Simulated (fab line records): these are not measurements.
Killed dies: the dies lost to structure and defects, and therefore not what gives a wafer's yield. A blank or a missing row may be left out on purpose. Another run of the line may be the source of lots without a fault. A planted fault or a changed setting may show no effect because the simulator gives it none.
Matching of chambers / flow sky130 / rieDiel-01 running SKY_VIA2_ETCH_15: 4 sister chambers
The step etches SiO2 in C4F8/O2/Ar, stops on TiN, target depth 546 nm, time 84 s. 4 wafers are shown with their chamber, then 9 later ones without.

## WAFERS, EACH WITH ITS CHAMBER
wafer=L090.2; chamber=3; oesProductAu (a.u.)=0.941
wafer=L090.3; chamber=2; oesProductAu (a.u.)=0.941
wafer=L090.5; chamber=0; oesProductAu (a.u.)=0.945
wafer=L090.6; chamber=1; oesProductAu (a.u.)=0.938

## WAFERS WHOSE CHAMBER IS MISSING
wafer=L093.1; oesProductAu (a.u.)=0.939
wafer=L093.2; oesProductAu (a.u.)=0.933
wafer=L093.3; oesProductAu (a.u.)=0.943
wafer=L094.2; oesProductAu (a.u.)=0.938
wafer=L094.3; oesProductAu (a.u.)=0.943
wafer=L094.4; oesProductAu (a.u.)=0.946
wafer=L096.2; oesProductAu (a.u.)=0.938
wafer=L096.3; oesProductAu (a.u.)=0.940
wafer=L096.5; oesProductAu (a.u.)=0.939

## THE CHAMBER EACH PASSED THROUGH
wafer=L093.1; from the rows above=can't be placed: 1 or 2 or 3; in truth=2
wafer=L093.2; from the rows above=can't be placed: 1 or 2 or 3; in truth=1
wafer=L093.3; from the rows above=can't be placed: 0 or 2 or 3 or 1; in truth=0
wafer=L094.2; from the rows above=can't be placed: 1 or 2 or 3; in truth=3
wafer=L094.3; from the rows above=can't be placed: 0 or 2 or 3 or 1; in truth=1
wafer=L094.4; from the rows above=can't be placed: 0 or 2 or 3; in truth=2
wafer=L096.2; from the rows above=can't be placed: 1 or 2 or 3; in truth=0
wafer=L096.3; from the rows above=can't be placed: 2 or 3 or 1 or 0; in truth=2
wafer=L096.5; from the rows above=can't be placed: 1 or 2 or 3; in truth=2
Correctly placed: 0 of 9. Unplaceable from these rows: 9, with the true chamber sitting among the candidates in 8. 0 placed wrongly.
How it was worked out, from the rows above alone: a wafer's distance from a chamber is the root of the sum, over the readings, of the square of ((its reading less the chamber's mean) divided by the reading's scatter). If the next closest chamber is less than 2 further off than the closest, the wafer can't be placed; otherwise it belongs to the closest. For every chamber, the mean is computed from those of its wafers that are shown. The scatter: with one shown wafer a chamber, the root of the mean of the squares of how far each hidden wafer lies from its nearest shown one.
